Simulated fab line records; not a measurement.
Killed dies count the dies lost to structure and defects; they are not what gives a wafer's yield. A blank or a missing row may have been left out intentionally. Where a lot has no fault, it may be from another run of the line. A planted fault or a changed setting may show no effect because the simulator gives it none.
What tool caused it? / flow sky130 / 12 lots with 36 wafers sampled at 6 steps, on a route of 708 steps

WHAT EACH GAUGE READ, for each wafer
SKY_LDD_LDN_OVL_MEAS_07. Usual: LDD_LDN_OVL typically reads -0.3 nm, with standard deviation 1.3.
lot=L566; measured=day 22 12:42; on=overlay-02; LDD_LDN_OVL (nm)=1.6 1.4 2.7; flag=
lot=L567; measured=day 23 16:44; on=overlay-01; LDD_LDN_OVL (nm)=-3.2 -0.8 -1.3; flag=
lot=L569; measured=day 25 19:59; on=overlay-02; LDD_LDN_OVL (nm)=1.2 1.4 1.8; flag=
lot=L570; measured=day 25 20:55; on=overlay-01; LDD_LDN_OVL (nm)=0.8 -0.3 0.7; flag=
lot=L571; measured=day 26 09:16; on=overlay-01; LDD_LDN_OVL (nm)=-0.7 -0.3 0.4; flag=
lot=L572; measured=day 26 15:17; on=overlay-01; LDD_LDN_OVL (nm)=-0.8 1.5 0.6; flag=
lot=L576; measured=day 26 19:01; on=overlay-01; LDD_LDN_OVL (nm)=-0.5 -1.4 0.0; flag=
lot=L581; measured=day 29 00:28; on=overlay-01; LDD_LDN_OVL (nm)=0.9 0.7 0.7; flag=
lot=L579; measured=day 29 03:31; on=overlay-02; LDD_LDN_OVL (nm)=-2.4 -1.7 -0.2; flag=
lot=L587; measured=day 30 13:27; on=overlay-02; LDD_LDN_OVL (nm)=-1.0 -2.4 -2.2; flag=
lot=L586; measured=day 30 15:53; on=overlay-01; LDD_LDN_OVL (nm)=-2.1 -2.1 -1.6; flag=
lot=L588; measured=day 30 18:31; on=overlay-01; LDD_LDN_OVL (nm)=-0.9 1.5 2.4; flag=

SKY_SPACER_THK_MEAS_01. Usual: SPACER_CVD_00_THK typically reads 43.0 nm, with standard deviation 0.45.
lot=L566; measured=day 22 15:31; on=film_metro-01; SPACER_CVD_00_THK (nm)=42.9 42.4 42.3; flag=
lot=L567; measured=day 23 18:47; on=film_metro-01; SPACER_CVD_00_THK (nm)=42.2 42.6 42.4; flag=
lot=L569; measured=day 25 22:49; on=film_metro-04; SPACER_CVD_00_THK (nm)=43.0 43.1 43.2; flag=
lot=L570; measured=day 26 00:01; on=film_metro-01; SPACER_CVD_00_THK (nm)=42.9 43.0 43.4; flag=
lot=L571; measured=day 26 12:01; on=film_metro-03; SPACER_CVD_00_THK (nm)=43.6 42.9 43.5; flag=
lot=L572; measured=day 26 17:20; on=film_metro-04; SPACER_CVD_00_THK (nm)=43.3 43.4 42.9; flag=
lot=L576; measured=day 26 21:08; on=film_metro-04; SPACER_CVD_00_THK (nm)=44.1 43.8 43.5; flag=
lot=L581; measured=day 29 03:26; on=film_metro-04; SPACER_CVD_00_THK (nm)=42.4 42.8 42.4; flag=
lot=L579; measured=day 29 05:41; on=film_metro-04; SPACER_CVD_00_THK (nm)=42.9 43.1 43.3; flag=
lot=L587; measured=day 30 15:31; on=film_metro-01; SPACER_CVD_00_THK (nm)=30.1 29.7 30.0; flag=OFF
lot=L586; measured=day 30 17:58; on=film_metro-04; SPACER_CVD_00_THK (nm)=31.4 31.4 31.5; flag=OFF
lot=L588; measured=day 30 21:33; on=film_metro-03; SPACER_CVD_00_THK (nm)=30.9 31.1 31.1; flag=OFF

SKY_POLY_CUT_OVL_MEAS_09. Usual: POLY_CUT_OVL typically reads 1 nm, with standard deviation 5.2.
lot=L566; measured=day 23 21:46; on=overlay-02; POLY_CUT_OVL (nm)=3 0 7; flag=
lot=L567; measured=day 25 00:45; on=overlay-01; POLY_CUT_OVL (nm)=0 5 6; flag=
lot=L569; measured=day 27 03:13; on=overlay-01; POLY_CUT_OVL (nm)=-9 -9 1; flag=
lot=L570; measured=day 27 04:40; on=overlay-01; POLY_CUT_OVL (nm)=8 2 8; flag=
lot=L571; measured=day 27 16:28; on=overlay-02; POLY_CUT_OVL (nm)=-3 -7 -3; flag=
lot=L572; measured=day 27 21:52; on=overlay-01; POLY_CUT_OVL (nm)=4 -7 2; flag=
lot=L576; measured=day 28 02:14; on=overlay-02; POLY_CUT_OVL (nm)=1 -2 5; flag=
lot=L581; measured=day 30 07:58; on=overlay-01; POLY_CUT_OVL (nm)=-2 6 -4; flag=
lot=L579; measured=day 30 09:37; on=overlay-01; POLY_CUT_OVL (nm)=6 4 3; flag=
lot=L587; measured=day 31 19:07; on=overlay-01; POLY_CUT_OVL (nm)=2 2 6; flag=
lot=L586; measured=day 31 22:05; on=overlay-02; POLY_CUT_OVL (nm)=8 11 7; flag=
lot=L588; measured=day 32 01:25; on=overlay-02; POLY_CUT_OVL (nm)=6 9 4; flag=

SKY_RES_XHIGH_TW_MEAS_09. Usual: RES_XHIGH_TW typically reads 1637, with standard deviation 9.5.
lot=L566; measured=day 26 07:59; on=film_metro-01; RES_XHIGH_TW=1636 1638 1642; flag=
lot=L567; measured=day 27 10:58; on=film_metro-02; RES_XHIGH_TW=1623 1614 1617; flag=
lot=L569; measured=day 29 11:55; on=film_metro-01; RES_XHIGH_TW=1638 1626 1618; flag=
lot=L570; measured=day 29 14:08; on=film_metro-02; RES_XHIGH_TW=1633 1639 1632; flag=
lot=L571; measured=day 30 01:14; on=film_metro-03; RES_XHIGH_TW=1642 1634 1647; flag=
lot=L572; measured=day 30 06:28; on=film_metro-01; RES_XHIGH_TW=1638 1638 1643; flag=
lot=L576; measured=day 30 10:40; on=film_metro-02; RES_XHIGH_TW=1615 1624 1624; flag=
lot=L581; measured=day 32 14:37; on=film_metro-03; RES_XHIGH_TW=1640 1645 1647; flag=
lot=L579; measured=day 32 16:57; on=film_metro-01; RES_XHIGH_TW=1619 1622 1628; flag=
lot=L587; measured=day 34 00:45; on=film_metro-01; RES_XHIGH_TW=1640 1650 1638; flag=
lot=L586; measured=day 34 04:24; on=film_metro-03; RES_XHIGH_TW=1643 1638 1649; flag=
lot=L588; measured=day 34 08:13; on=film_metro-01; RES_XHIGH_TW=1649 1640 1651; flag=

WHICH TOOL RAN EACH LOT (tool, then ch and the chambers of the sampled wafers, then the start)
lot=L566; SKY_SPACER_CVD_00=lpcvd-02 ch 0, day 22 14:19; SKY_SPACER_ETCHBACK_02=rie_diel-01 ch 0,2,3, day 22 15:34
lot=L567; SKY_SPACER_CVD_00=lpcvd-02 ch 0, day 23 17:35; SKY_SPACER_ETCHBACK_02=rie_diel-03 ch 0,2,3, day 23 18:50
lot=L569; SKY_SPACER_CVD_00=lpcvd-02 ch 1, day 25 21:37; SKY_SPACER_ETCHBACK_02=rie_diel-01 ch 1,3, day 25 22:52
lot=L570; SKY_SPACER_CVD_00=lpcvd-02 ch 0, day 25 22:49; SKY_SPACER_ETCHBACK_02=rie_diel-02 ch 1,2,3, day 26 00:05
lot=L571; SKY_SPACER_CVD_00=lpcvd-02 ch 0, day 26 10:49; SKY_SPACER_ETCHBACK_02=rie_diel-03 ch 1,2, day 26 12:05
lot=L572; SKY_SPACER_CVD_00=lpcvd-02 ch 1, day 26 16:08; SKY_SPACER_ETCHBACK_02=rie_diel-03 ch 1,2, day 26 17:23
lot=L576; SKY_SPACER_CVD_00=lpcvd-02 ch 0, day 26 19:54; SKY_SPACER_ETCHBACK_02=rie_diel-03 ch 1,2, day 26 21:10
lot=L581; SKY_SPACER_CVD_00=lpcvd-02 ch 0, day 29 02:13; SKY_SPACER_ETCHBACK_02=rie_diel-02 ch 0,1,3, day 29 03:29
lot=L579; SKY_SPACER_CVD_00=lpcvd-02 ch 1, day 29 04:29; SKY_SPACER_ETCHBACK_02=rie_diel-02 ch 1,2, day 29 05:44
lot=L587; SKY_SPACER_CVD_00=lpcvd-02 ch 0, day 30 14:17; SKY_SPACER_ETCHBACK_02=rie_diel-02 ch 0,1,3, day 30 15:34
lot=L586; SKY_SPACER_CVD_00=lpcvd-02 ch 0, day 30 16:44; SKY_SPACER_ETCHBACK_02=rie_diel-03 ch 0,1,2, day 30 18:00
lot=L588; SKY_SPACER_CVD_00=lpcvd-02 ch 0, day 30 20:21; SKY_SPACER_ETCHBACK_02=rie_diel-02 ch 0,1,2, day 30 21:37
- SKY_SPACER_CVD_00: deposits Si3N4 from DCS/NH3, target thk 43.1 nm, time 740 s.
- SKY_SPACER_ETCHBACK_02: etches Si3N4 in CH3F/O2, stops on SiO2, time 46.7 s, target depth 45 nm.

WHAT THE TOOLS THEMSELVES READ (means of the sampled wafers that have a number; where no wafer has one, the mark that the record gives instead)
SKY_SPACER_ETCHBACK_02. Usual: ch3f_flow_sccm 40.00 sccm, standard deviation 0.13; drypump_motor_current_A 5.5 A, standard deviation 0.45; oes_product_au 0.855 a.u., standard deviation 0.006; throttle_valve_pct 10.563 %, standard deviation 0.0091.
lot=L566; tool=rie_diel-01; ch3f_flow_sccm (sccm)=40.03; drypump_motor_current_A (A)=5.7; oes_product_au (a.u.)=0.851; throttle_valve_pct (%)=10.563; flag=
lot=L567; tool=rie_diel-03; ch3f_flow_sccm (sccm)=40.18; drypump_motor_current_A (A)=5.8; oes_product_au (a.u.)=0.854; throttle_valve_pct (%)=10.558; flag=
lot=L569; tool=rie_diel-01; ch3f_flow_sccm (sccm)=39.87; drypump_motor_current_A (A)=5.6; oes_product_au (a.u.)=0.853; throttle_valve_pct (%)=10.563; flag=
lot=L570; tool=rie_diel-02; ch3f_flow_sccm (sccm)=39.96; drypump_motor_current_A (A)=5.7; oes_product_au (a.u.)=0.854; throttle_valve_pct (%)=10.562; flag=
lot=L571; tool=rie_diel-03; ch3f_flow_sccm (sccm)=39.95; drypump_motor_current_A (A)=5.4; oes_product_au (a.u.)=0.860; throttle_valve_pct (%)=10.564; flag=
lot=L572; tool=rie_diel-03; ch3f_flow_sccm (sccm)=39.92; drypump_motor_current_A (A)=5.4; oes_product_au (a.u.)=0.858; throttle_valve_pct (%)=10.566; flag=
lot=L576; tool=rie_diel-03; ch3f_flow_sccm (sccm)=40.14; drypump_motor_current_A (A)=5.4; oes_product_au (a.u.)=0.861; throttle_valve_pct (%)=10.571; flag=
lot=L581; tool=rie_diel-02; ch3f_flow_sccm (sccm)=40.12; drypump_motor_current_A (A)=5.4; oes_product_au (a.u.)=0.847; throttle_valve_pct (%)=10.560; flag=
lot=L579; tool=rie_diel-02; ch3f_flow_sccm (sccm)=39.92; drypump_motor_current_A (A)=5.3; oes_product_au (a.u.)=0.854; throttle_valve_pct (%)=10.557; flag=
lot=L587; tool=rie_diel-02; ch3f_flow_sccm (sccm)=39.93; drypump_motor_current_A (A)=5.4; oes_product_au (a.u.)=0.710; throttle_valve_pct (%)=10.546; flag=OFF
lot=L586; tool=rie_diel-03; ch3f_flow_sccm (sccm)=40.03; drypump_motor_current_A (A)=5.4; oes_product_au (a.u.)=0.723; throttle_valve_pct (%)=10.557; flag=OFF
lot=L588; tool=rie_diel-02; ch3f_flow_sccm (sccm)=40.01; drypump_motor_current_A (A)=5.2; oes_product_au (a.u.)=0.724; throttle_valve_pct (%)=10.546; flag=OFF

THE ANSWER, worked out from the rows above alone
Rule: take the mean of a lot's wafers that have a number; if it is more than 3 standard deviations from the usual mean, the lot is off. A lot without any number at a reading at which 4 lots or more have one is off too. The other lots that the step has rows for count as sound. After the gauges, taken in route order, come the tools' own readings; for these a lot's mean is taken, as printed above. At the first step where some lot is off, the reading lying furthest off is the one used; lots without a number count as furthest.
Off: at SKY_SPACER_THK_MEAS_01 (SPACER_CVD_00_THK), L587, L586, L588.
If a tool, at a process step before that reading, ran all the lots that are off and no sound lot after the first of them, it fits. Not tried: the gauges at SKY_SPACER_THK_MEAS_01; whatever is off there is also off at SKY_SPACER_ETCHBACK_02, on other tools, and gauge error can't account for it. One fits: SKY_SPACER_CVD_00 on lpcvd-02. A fault onset in the window from L579 (day 29 04:29, its last sound lot) to L587 (day 30 14:17, its first lot off) fits.

WHAT THE SIMULATOR PUT IN
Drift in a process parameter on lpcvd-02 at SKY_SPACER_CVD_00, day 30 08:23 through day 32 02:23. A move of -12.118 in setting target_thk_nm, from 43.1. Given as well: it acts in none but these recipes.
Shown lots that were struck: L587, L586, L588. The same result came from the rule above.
